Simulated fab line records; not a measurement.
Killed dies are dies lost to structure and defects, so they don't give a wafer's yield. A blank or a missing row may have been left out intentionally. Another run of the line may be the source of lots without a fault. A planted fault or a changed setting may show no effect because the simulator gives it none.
Which tool did it? :: flow sky130 :: 72 wafers from 24 lots sampled at 4 of the route's 708 steps

== WHAT THE GAUGES READ, wafer by wafer ==
SKY_FIELD_ISO_THK_MEAS_02.
lot: L074
measured: day 1 11:38
on: filmMetro-01
FIELD_ISO_OXIDATION_00_THK (nm): 12.32 12.38 12.32

lot: L075
measured: day 1 17:16
on: filmMetro-01
FIELD_ISO_OXIDATION_00_THK (nm): 11.78 11.59 11.97

lot: L076
measured: day 1 22:38
on: filmMetro-03
FIELD_ISO_OXIDATION_00_THK (nm): 12.10 12.23 12.30

lot: L077
measured: day 2 03:19
on: filmMetro-01
FIELD_ISO_OXIDATION_00_THK (nm): 12.00 11.65 11.93

lot: L078
measured: day 2 07:38
on: filmMetro-01
FIELD_ISO_OXIDATION_00_THK (nm): 12.03 12.20 12.14

lot: L079
measured: day 2 14:00
on: filmMetro-02
FIELD_ISO_OXIDATION_00_THK (nm): 12.03 12.03 11.94

lot: L080
measured: day 2 17:38
on: filmMetro-01
FIELD_ISO_OXIDATION_00_THK (nm): 11.71 11.69 11.79

lot: L081
measured: day 2 23:16
on: filmMetro-02
FIELD_ISO_OXIDATION_00_THK (nm): 12.12 12.08 12.19

lot: L082
measured: day 3 03:54
on: filmMetro-01
FIELD_ISO_OXIDATION_00_THK (nm): 11.76 11.62 11.79

lot: L083
measured: day 3 09:39
on: filmMetro-03
FIELD_ISO_OXIDATION_00_THK (nm): 11.67 11.85 11.69

lot: L084
measured: day 3 14:02
on: filmMetro-01
FIELD_ISO_OXIDATION_00_THK (nm): 11.66 11.91 11.86

lot: L085
measured: day 3 19:21
on: filmMetro-01
FIELD_ISO_OXIDATION_00_THK (nm): 11.74 11.69 11.74

lot: L086
measured: day 4 00:55
on: filmMetro-01
FIELD_ISO_OXIDATION_00_THK (nm): 11.96 11.67 11.76

lot: L087
measured: day 4 05:19
on: filmMetro-01
FIELD_ISO_OXIDATION_00_THK (nm): 11.54 11.70 11.87

lot: L088
measured: day 4 10:26
on: filmMetro-01
FIELD_ISO_OXIDATION_00_THK (nm): 11.97 11.91 11.84

lot: L089
measured: day 4 15:04
on: filmMetro-01
FIELD_ISO_OXIDATION_00_THK (nm): 12.12 11.94 11.89

lot: L090
measured: day 4 19:38
on: filmMetro-01
FIELD_ISO_OXIDATION_00_THK (nm): 11.65 11.72 11.84

lot: L091
measured: day 5 01:29
on: filmMetro-03
FIELD_ISO_OXIDATION_00_THK (nm): 11.65 11.74 11.74

lot: L092
measured: day 5 05:44
on: filmMetro-03
FIELD_ISO_OXIDATION_00_THK (nm): 12.23 12.23 12.39

lot: L093
measured: day 5 10:38
on: filmMetro-02
FIELD_ISO_OXIDATION_00_THK (nm): 12.42 12.23 11.99

lot: L094
measured: day 5 15:38
on: filmMetro-01
FIELD_ISO_OXIDATION_00_THK (nm): 12.33 12.34 12.30

lot: L095
measured: day 5 21:49
on: filmMetro-03
FIELD_ISO_OXIDATION_00_THK (nm): 12.14 12.14 12.09

lot: L096
measured: day 6 01:38
on: filmMetro-03
FIELD_ISO_OXIDATION_00_THK (nm): 12.49 12.36 12.32

lot: L097
measured: day 6 06:43
on: filmMetro-03
FIELD_ISO_OXIDATION_00_THK (nm): 11.96 12.02 12.05

SKY_LDD_LDN_OVL_MEAS_07.
lot: L074
measured: day 22 10:23
on: overlay-02
LDD_LDN_OVL (nm): 1.3 2.6 0.5

lot: L075
measured: day 23 05:32
on: overlay-02
LDD_LDN_OVL (nm): -1.5 -0.9 -0.8

lot: L076
measured: day 23 09:31
on: overlay-01
LDD_LDN_OVL (nm): -0.2 -1.6 -0.9

lot: L077
measured: day 23 16:50
on: overlay-01
LDD_LDN_OVL (nm): -3.6 -1.5 -0.8

lot: L078
measured: day 24 01:12
on: overlay-01
LDD_LDN_OVL (nm): 0.7 -0.2 1.6

lot: L079
measured: day 24 14:57
on: overlay-02
LDD_LDN_OVL (nm): -0.8 -0.4 -1.1

lot: L080
measured: day 25 02:19
on: overlay-02
LDD_LDN_OVL (nm): 0.1 0.0 -0.1

lot: L081
measured: day 25 11:14
on: overlay-01
LDD_LDN_OVL (nm): 0.6 0.1 -1.5

lot: L082
measured: day 25 21:08
on: overlay-02
LDD_LDN_OVL (nm): 1.6 1.1 -1.0

lot: L083
measured: day 26 03:46
on: overlay-01
LDD_LDN_OVL (nm): 0.4 -0.7 0.2

lot: L084
measured: day 26 06:43
on: overlay-01
LDD_LDN_OVL (nm): 0.0 -0.5 -1.9

lot: L085
measured: day 26 20:34
on: overlay-02
LDD_LDN_OVL (nm): 0.4 -0.3 0.1

lot: L086
measured: day 27 03:53
on: overlay-02
LDD_LDN_OVL (nm): -0.7 0.0 0.1

lot: L087
measured: day 27 14:35
on: overlay-01
LDD_LDN_OVL (nm): 1.5 1.2 4.1

lot: L088
measured: day 27 21:55
on: overlay-01
LDD_LDN_OVL (nm): 0.9 1.6 1.6

lot: L089
measured: day 27 23:44
on: overlay-01
LDD_LDN_OVL (nm): 0.5 2.4 1.9

lot: L090
measured: day 28 08:14
on: overlay-01
LDD_LDN_OVL (nm): -0.9 -0.2 0.2

lot: L091
measured: day 28 17:35
on: overlay-01
LDD_LDN_OVL (nm): -0.6 0.1 0.3

lot: L092
measured: day 29 01:21
on: overlay-01
LDD_LDN_OVL (nm): 0.9 -1.9 1.2

lot: L093
measured: day 29 06:17
on: overlay-01
LDD_LDN_OVL (nm): 1.2 -1.0 0.4

lot: L094
measured: day 29 12:13
on: overlay-01
LDD_LDN_OVL (nm): -0.7 0.5 0.5

lot: L095
measured: day 29 22:48
on: overlay-02
LDD_LDN_OVL (nm): 2.1 1.3 0.4

lot: L096
measured: day 30 03:03
on: overlay-02
LDD_LDN_OVL (nm): -0.3 -1.2 -1.2

lot: L097
measured: day 30 10:22
on: overlay-02
LDD_LDN_OVL (nm): 1.1 -1.6 -1.8

SKY_METAL1_RS_MEAS_05: the measuring method here is four-point-probe.
lot: L074
measured: day 31 06:08
on: filmMetro-04
METAL1_ALCU_RS (ohm/sq): 0.1297 0.1289 0.1304

lot: L075
measured: day 31 22:18
on: filmMetro-04
METAL1_ALCU_RS (ohm/sq): 0.1290 0.1293 0.1287

lot: L076
measured: day 32 01:55
on: filmMetro-04
METAL1_ALCU_RS (ohm/sq): 0.1255 0.1264 0.1267

lot: L077
measured: day 32 07:36
on: filmMetro-01
METAL1_ALCU_RS (ohm/sq): 0.1261 0.1264 0.1269

lot: L078
measured: day 32 16:11
on: filmMetro-03
METAL1_ALCU_RS (ohm/sq): 0.1294 0.1268 0.1282

lot: L079
measured: day 33 05:40
on: filmMetro-03
METAL1_ALCU_RS (ohm/sq): 0.1265 0.1251 0.1261

lot: L080
measured: day 33 17:11
on: filmMetro-03
METAL1_ALCU_RS (ohm/sq): 0.1279 0.1265 0.1271

lot: L081
measured: day 34 00:36
on: filmMetro-03
METAL1_ALCU_RS (ohm/sq): 0.1270 0.1273 0.1259

lot: L082
measured: day 34 11:15
on: filmMetro-03
METAL1_ALCU_RS (ohm/sq): 0.1258 0.1268 0.1267

lot: L083
measured: day 34 21:11
on: filmMetro-01
METAL1_ALCU_RS (ohm/sq): 0.1276 0.1284 0.1277

lot: L084
measured: day 34 18:38
on: filmMetro-03
METAL1_ALCU_RS (ohm/sq): 0.1265 0.1268 0.1257

lot: L085
measured: day 35 08:28
on: filmMetro-01
METAL1_ALCU_RS (ohm/sq): 0.1269 0.1255 0.1255

lot: L086
measured: day 35 15:36
on: filmMetro-01
METAL1_ALCU_RS (ohm/sq): 0.1271 0.1290 0.1281

lot: L087
measured: day 35 23:52
on: filmMetro-04
METAL1_ALCU_RS (ohm/sq): 0.1240 0.1252 0.1266

lot: L088
measured: day 36 08:33
on: filmMetro-04
METAL1_ALCU_RS (ohm/sq): 0.1277 0.1277 0.1289

lot: L089
measured: day 36 08:17
on: filmMetro-01
METAL1_ALCU_RS (ohm/sq): 0.1266 0.1265 0.1272

lot: L090
measured: day 36 17:23
on: filmMetro-04
METAL1_ALCU_RS (ohm/sq): 0.1286 0.1286 0.1268

lot: L091
measured: day 36 21:52
on: filmMetro-03
METAL1_ALCU_RS (ohm/sq): 0.1268 0.1289 0.1292

lot: L092
measured: day 37 10:56
on: filmMetro-03
METAL1_ALCU_RS (ohm/sq): 0.1263 0.1251 0.1265

lot: L093
measured: day 37 13:05
on: filmMetro-03
METAL1_ALCU_RS (ohm/sq): 0.1270 0.1268 0.1263

lot: L094
measured: day 37 20:40
on: filmMetro-03
METAL1_ALCU_RS (ohm/sq): 0.1275 0.1262 0.1263

lot: L095
measured: day 38 03:40
on: filmMetro-03
METAL1_ALCU_RS (ohm/sq): 0.1252 0.1262 0.1260

lot: L096
measured: day 38 07:33
on: filmMetro-04
METAL1_ALCU_RS (ohm/sq): 0.1266 0.1270 0.1256

lot: L097
measured: day 38 11:53
on: filmMetro-03
METAL1_ALCU_RS (ohm/sq): 0.1283 0.1284 0.1288

SKY_VIA1_CD_MEAS_12: target cd 150 nm.
lot: L074
measured: day 33 14:01
on: cdSem-01
cdNm (nm): 148.6 148.4 148.8

lot: L075
measured: day 34 08:38
on: cdSem-01
cdNm (nm): 148.6 148.3 146.7

lot: L076
measured: day 34 10:05
on: cdSem-01
cdNm (nm): 150.4 151.4 150.4

lot: L077
measured: day 34 14:41
on: cdSem-01
cdNm (nm): 150.6 149.6 151.2

lot: L078
measured: day 34 22:19
on: cdSem-01
cdNm (nm): 149.7 149.1 149.4

lot: L079
measured: day 35 12:32
on: cdSem-01
cdNm (nm): 150.8 150.5 150.7

lot: L080
measured: day 35 23:40
on: cdSem-01
cdNm (nm): 146.5 147.7 148.0

lot: L081
measured: day 36 07:52
on: cdSem-01
cdNm (nm): 149.5 150.1 149.5

lot: L082
measured: day 36 17:20
on: cdSem-02
cdNm (nm): 149.9 149.9 149.8

lot: L083
measured: day 37 02:59
on: cdSem-01
cdNm (nm): 147.6 148.0 148.9

lot: L084
measured: day 37 01:20
on: cdSem-02
cdNm (nm): 152.1 151.0 152.3

lot: L085
measured: day 37 14:34
on: cdSem-02
cdNm (nm): 148.2 149.0 150.2

lot: L086
measured: day 37 21:14
on: cdSem-02
cdNm (nm): 151.9 152.2 152.1

lot: L087
measured: day 38 05:03
on: cdSem-02
cdNm (nm): 150.5 151.2 151.8

lot: L088
measured: day 38 13:41
on: cdSem-01
cdNm (nm): 149.3 151.3 148.9

lot: L089
measured: day 38 13:00
on: cdSem-02
cdNm (nm): 150.4 149.5 152.6

lot: L090
measured: day 38 21:55
on: cdSem-02
cdNm (nm): 152.7 152.5 151.0

lot: L091
measured: day 39 02:01
on: cdSem-01
cdNm (nm): 149.4 148.3 147.4

lot: L092
measured: day 39 15:01
on: cdSem-01
cdNm (nm): 145.9 147.2 148.1

lot: L093
measured: day 39 18:24
on: cdSem-02
cdNm (nm): 149.8 148.4 151.0

lot: L094
measured: day 40 00:54
on: cdSem-01
cdNm (nm): 151.7 152.0 151.6

lot: L095
measured: day 40 07:12
on: cdSem-01
cdNm (nm): 149.9 150.5 151.6

lot: L096
measured: day 40 11:17
on: cdSem-01
cdNm (nm): 147.7 147.6 148.7

lot: L097
measured: day 40 15:49
on: cdSem-01
cdNm (nm): 149.8 149.5 150.0

== EACH LOT AND THE TOOL THAT RAN IT (in order: tool; ch and the chambers of the sampled wafers; start) ==
No process step before these readings appears in the record.

== AS READ BY THE TOOLS THEMSELVES (means over the sampled wafers that have a number; for cases with no such wafer, the mark the record gives instead) ==
The record holds no such reading with a usual standard deviation.

== THE ANSWER, worked out from the rows above alone ==
Rule: usual is defined by the lots themselves. The widest of any qualifying gaps counts: lots, ordered by their means at a reading, are off when they make up no more than a third of the lots, leave a main group of 4 or more, and stand apart from it by 3 or more times the standard deviation of that group's means. The tables above print the reading to a certain number of digits; a main group whose means all agree to those digits is not used. A lot without any number at a reading at which 4 lots or more have one is off too. Any other lot the step has rows for is counted as sound. First the gauges in route order, then the tools' own readings, where a lot's mean is used as printed above. At the first step where some lot is off, the reading lying furthest off is the one used; lots without a number count as furthest.
No lot is off on any of the readings shown, so nothing can be concluded from this.

== WHAT THE SIMULATOR PUT IN ==
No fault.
